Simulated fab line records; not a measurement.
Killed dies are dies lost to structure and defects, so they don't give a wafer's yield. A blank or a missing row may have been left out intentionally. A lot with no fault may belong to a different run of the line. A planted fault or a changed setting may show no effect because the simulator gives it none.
2 desks, one fault | flow sky130 | numbers are kept per desk, each desk with only its own; the story behind them comes last

## DESK OF THE TOOL OWNER: rie metal-03
The tool's own readings at SKY_METAL3_ETCH_16 (etches BARC in N2/H2, stops on SiO2, time 88.2 s, target depth 60 nm): means of the sampled wafers that have a number, for each lot that ran on this tool. A lot is out of limits, marked OUT, if its mean lies more than 4 standard deviations from the usual mean; the brackets give that distance.
Columns: A = drypump motor current A at SKY_METAL3_ETCH_16, usual 5.55 A; B = oes product au at SKY_METAL3_ETCH_16, usual 0.627 a.u.; C = throttle valve pct at SKY_METAL3_ETCH_16, usual 13.206 %
lot  | first seen here | A    | B     | C
L193 | day 39 07:46    | 5.64 | 0.629 | 13.214
L199 | day 41 06:16    | 5.63 | 0.625 | 13.206
L202 | day 42 00:50    | 5.55 | 0.624 | 13.203
L211 | day 44 10:34    | 5.58 | 0.628 | 13.210
L210 | day 44 12:28    | 5.72 | 0.626 | 13.203
Finding of this desk: none of the 5 lots has anything out of limits.

## FROM THE METROLOGY DESK
What the gauges read for every lot (on any tool): the sampled wafers with a number, averaged. A lot is out of limits, marked OUT, if its mean lies more than 4 standard deviations from the usual mean; the brackets give that distance.
Columns: A = CAPM_OVL at SKY_CAPM_OVL_MEAS_12, usual 1.0 nm; B = VIA3_BOW at SKY_VIA3_BOW_MEAS_03, usual 78 um
lot  | first seen here | A    | B
L193 | day 38 07:06    | 2.4  | 73
L196 | day 39 11:19    | 2.0  | 65
L199 | day 40 04:54    | 0.3  | 80
L202 | day 41 00:39    | -0.3 | 80
L206 | day 42 05:15    | 0.6  | 90
L207 | day 42 15:22    | -1.4 | 74
L208 | day 43 06:40    | 1.2  | 75
L209 | day 43 08:23    | 0.1  | 82
L211 | day 43 10:36    | 1.2  | 89
L210 | day 43 12:40    | 0.5  | 76
L212 | day 43 16:58    | 2.0  | 73
Finding of this desk: none of the 11 lots has anything out of limits.

## PUT TOGETHER
The desk of the tool owner found nothing out of limits.
From the metrology desk's view, nothing was out of limits.

## WHAT HAD BEEN PUT IN BY THE SIMULATOR
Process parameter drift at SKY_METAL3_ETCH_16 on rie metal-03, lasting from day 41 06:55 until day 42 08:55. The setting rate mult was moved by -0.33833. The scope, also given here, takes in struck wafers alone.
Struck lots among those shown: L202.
